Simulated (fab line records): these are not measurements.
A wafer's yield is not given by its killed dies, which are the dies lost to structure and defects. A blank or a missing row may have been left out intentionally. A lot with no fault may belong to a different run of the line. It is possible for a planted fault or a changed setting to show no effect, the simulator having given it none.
Commonality check across tools ; flow sky130 ; 12 lots and 42 wafers in the sample

WHY IT WAS OPENED
At SKY_POLY_GATE_THK_MEAS_01 the reading POLY_GATE_CVD_00_THK is flagged on 2 of 12 lots. No-fault wafers: 179.9 nm, standard deviation 1.6.
Rule: flag the lot when none of its wafers has a number, or when each of its wafers that has one lies beyond 4 standard deviations from that mean. All remaining lots are regarded as sound.

lot;measured;on;POLY_GATE_CVD_00_THK (nm), wafer by wafer;flag
L231;day 15 02:49;film metro-03;176.7 177.7 178.4;
L232;day 15 13:23;film metro-02;178.2 179.8 179.2;
L234;day 15 20:08;film metro-02;181.0 181.2 179.7;
L235;day 15 21:39;film metro-02;177.4 178.7 177.1;
L236;day 16 12:12;film metro-01;182.3 184.2 182.2;
L237;day 16 15:53;film metro-03;181.5 180.3 181.9;
L240;day 17 14:43;film metro-01;91.2 90.4 90.0 91.1 90.4 89.9;FLAGGED
L242;day 18 04:19;film metro-03;90.2 90.4 90.3 90.2 90.4 90.3;FLAGGED
L250;day 21 03:28;film metro-01;177.9 178.4 178.6;
L251;day 21 21:24;film metro-02;179.0 177.1 178.9;
L252;day 21 22:37;film metro-01;179.1 181.0 179.8;
L253;day 22 04:55;film metro-01;180.7 179.6 178.2;
On average the flagged lots' numbers are 90.4 nm, which is -89.5 nm against the usual, or -56 standard deviations.

WHICH TOOL RAN EACH LOT
The record holds 1 process step before the reading, out of a route of 708 steps. In each cell: the tool, then ch and the chambers that the sampled wafers went through, then the start.
lot;flag;SKY_POLY_GATE_CVD_00
L231;;lpcvd-01 ch 1, day 15 01:36
L232;;lpcvd-01 ch 0, day 15 12:10
L234;;lpcvd-01 ch 1, day 15 18:55
L235;;lpcvd-01 ch 1, day 15 20:27
L236;;lpcvd-01 ch 1, day 16 10:59
L237;;lpcvd-01 ch 0, day 16 14:41
L240;FLAGGED;lpcvd-01 ch 0, day 17 13:30
L242;FLAGGED;lpcvd-01 ch 0, day 18 03:07
L250;;lpcvd-01 ch 0, day 21 02:15
L251;;lpcvd-01 ch 0, day 21 20:11
L252;;lpcvd-01 ch 1, day 21 21:23
L253;;lpcvd-01 ch 1, day 22 03:43
What the steps here do:
- SKY_POLY_GATE_CVD_00: deposits poly-Si, target thk 180 nm, time 720 s.
- SKY_POLY_GATE_THK_MEAS_01

FLAGGED OVER TOTAL, TOOL BY TOOL (the gauges that took the reading come last)
step;tool;lots run;flagged;share of the flagged lots;sound lots run after its first flagged lot
SKY_POLY_GATE_CVD_00;lpcvd-01;12;2;all;4 (L250,L251,L252,L253)
SKY_POLY_GATE_THK_MEAS_01;film metro-01;5;1;some;3 (L250,L252,L253)
SKY_POLY_GATE_THK_MEAS_01;film metro-02;4;0;none;-
SKY_POLY_GATE_THK_MEAS_01;film metro-03;3;1;some;0

WHAT THE TABLE PERMITS
1 row of the table ran every flagged lot: lpcvd-01 at SKY_POLY_GATE_CVD_00.
- lpcvd-01 at SKY_POLY_GATE_CVD_00: 2 of its 12 lots flagged. Sound lots followed the first flagged one (L250, L251, L252, L253) on it, something a lasting fault affecting the whole tool could not allow. Its own readings (spike tc bottom C, spike tc centre C, spike tc lower C, spike tc top C, spike tc upper C, susceptor temp C, zone power upper pct) fall more than 4 standard deviations out on all wafers of the flagged lots.
None of the table's rows ran every flagged lot and, after the first, no sound lot.

WHAT WAS PUT IN BY THE SIMULATOR
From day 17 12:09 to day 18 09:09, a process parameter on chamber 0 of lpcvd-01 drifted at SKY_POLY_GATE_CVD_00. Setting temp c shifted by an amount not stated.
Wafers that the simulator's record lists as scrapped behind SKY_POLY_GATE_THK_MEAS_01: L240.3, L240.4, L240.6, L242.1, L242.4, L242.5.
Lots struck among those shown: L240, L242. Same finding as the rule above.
